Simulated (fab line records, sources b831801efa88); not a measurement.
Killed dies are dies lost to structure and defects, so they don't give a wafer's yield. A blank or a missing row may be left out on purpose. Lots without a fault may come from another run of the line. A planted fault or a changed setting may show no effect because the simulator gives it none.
A struck lot beside a sound one | flow sky130 | 16 steps out of a route of 708
Sound: wafers L799.1, L799.3, L799.4. Struck: wafers L801.2, L801.5, L801.6. The cause comes at the end.
At each step with rows: each side's tool, then ch and its chambers, then its first start. Under that, the readings that differ: sound wafers | struck wafers | difference of the means | sigmas: that difference in standard deviations of wafers without a fault.
alike: readings whose means differ by less than 2 such deviations, and words and numbers that are the same on both sides. not compared: withheld readings, readings that some wafer has no value for, bounds like >300 that may hide the same value, and numbers for which the record gives no deviation and whose values overlap.
The two part at a step that has a row with sigmas, a row that says differs or no value, or rows on one side only. Numbers that don't overlap but have no deviation are shown without sigmas and don't part them. A reading that every wafer of one side lacks parts them only if that side has two wafers or more.

first, 5 steps without rows for these wafers: SKY_SONOS_TUNNEL_COAT_02 (resist thk 1140 nm); SKY_SONOS_TUNNEL_SOFTBAKE_03 (time 60 s); SKY_SONOS_TUNNEL_EXPOSE_04 (exposes mask TUNM, target cd 410 nm); SKY_SONOS_TUNNEL_PEB_05; SKY_SONOS_TUNNEL_DEVELOP_06 (develop time 60 s).
SKY_SONOS_TUNNEL_CD_MEAS_07: target cd 410 nm.
  sound on cd_sem-01, day 12 10:25; struck on cd_sem-01, day 13 11:14
  reading    | sound             | struck            | difference | sigmas
  cd_nm (nm) | 409.1 410.8 409.6 | 415.9 415.2 414.1 | +5.2       | +2
SKY_SONOS_TUNNEL_OVL_MEAS_08:
  sound on overlay-01, day 12 10:32; struck on overlay-01, day 13 11:21
  alike: SONOS_TUNNEL_OVL
then, 3 steps without rows for these wafers: SKY_SONOS_TUNNEL_IMPLANT_09; SKY_SONOS_TUNNEL_WET_ETCH_10 (etches SiO2 in dHF, target depth 14 nm, time 280 s); SKY_SONOS_TUNNEL_STRIP_11 (strips in SPM, time 600 s).
SKY_SONOS_TUNNEL_TW_MEAS_12:
  sound on film_metro-03, day 12 10:59; struck on film_metro-01, day 13 11:49
  alike: SONOS_TUNNEL_TW
then, 1 step without rows for these wafers: SKY_SONOS_TUNNEL_CLEAN_13 (cleans in dHF, time 20 s).
SKY_SONOS_ONO_OXIDATION_00: stabilise 600 s, purge 300 s, target thk 2.6 nm.
  sound on furnace-02 ch 0, day 12 11:53; struck on furnace-02 ch 0, day 13 11:53
  reading                                          | sound               | struck               | difference | sigmas
  spike_tc_bottom_C (C)                            | 818.1 819.4 816.7   | 841.2 842.8 840.7    | +23.5      | +16
  spike_tc_centre_C (C)                            | 800.7 799.9 800.0   | 823.9 822.3 821.0    | +22.2      | +16
  spike_tc_lower_C (C)                             | 802.5 801.1 802.5   | 824.8 823.3 825.5    | +22.5      | +22
  spike_tc_top_C (C)                               | 817 816 815         | 840 838 840          | +23        | +8
  spike_tc_upper_C (C)                             | 800.5 799.8 800.1   | 823.5 824.6 824.0    | +23.9      | +27
  tube_center_temp_C (C)                           | 799.99 799.9 800.08 | 823.69 823.68 823.83 | +23.74     | +99 or more
  tube_center_temp_C_max                           | 802.1 802.4 802.6   | 826.7 825.6 826.3    | +23.8      | +68
  model.SiO2_of_SONOS_ONO_OXIDATION_00.thk_nm (nm) | 2.694 2.661 2.646   | 3.545 3.599 3.572    | +0.905     |
  alike: zone_power_lower_pct
SKY_SONOS_ONO_THK_MEAS_01:
  sound on film_metro-04, day 12 13:13; struck on film_metro-03, day 13 13:14
  reading                      | sound          | struck         | difference | sigmas
  SONOS_ONO_OXIDATION_THK (nm) | 2.72 2.67 2.64 | 3.55 3.60 3.60 | +0.91      | +14
then, 1 step without rows for these wafers: SKY_SONOS_ONO_CVD_02 (deposits Si3N4 from DCS/NH3, target thk 10.5 nm, time 180 s).
-- the record jumps here: 34 days lie between the struck wafers' starts before and after (it left off in module SONOS_ONO and takes up again in module PAD_OPEN, whose first step shown is number 708 of the route) --
SKY_PAD_OPEN_PROBE_99:
  sound on prober-02, day 46 22:46; struck on prober-01, day 47 11:08
  reading                                     | sound         | struck          | difference | sigmas
  model.etest.sonos_erased.drive_ua_um        | 173.5 140.5   | 21.41 21.37     | -135.61    |
  model.etest.sonos_erased.vt_v (V)           | -2.144 -2.075 | -0.4049 -0.3993 | +1.7074    |
  model.etest.sonos_programmed.off_log10_a_um | -13.89 -14.03 | -13.04 -12.36   | +1.26      |
  model.etest.cap_ono.gate_log10_a_cm2        | -8.302 -8.35  | -9.047 -9.213   | -0.804     |
  model.etest.cap_ono.gate_bv_v (V)           | 16.84 16.99   | 17.48 17.5      | +0.58      |
  model.etest.cap_ono.tox_acc_nm (nm)         | 13.11 13.24   | 13.82 13.91     | +0.69      |
  model.etest.sonos_programmed.vt_v (V)       | 1.363 1.268   | 0.9395 0.8748   | -0.4084    |
  not compared: model.etest.sonos_uncharged.r_on_ohm_um

WHERE THEY PART
First at SKY_SONOS_TUNNEL_CD_MEAS_07; last, within this record, at SKY_SONOS_ONO_THK_MEAS_01.

WHY: what the simulator had put in
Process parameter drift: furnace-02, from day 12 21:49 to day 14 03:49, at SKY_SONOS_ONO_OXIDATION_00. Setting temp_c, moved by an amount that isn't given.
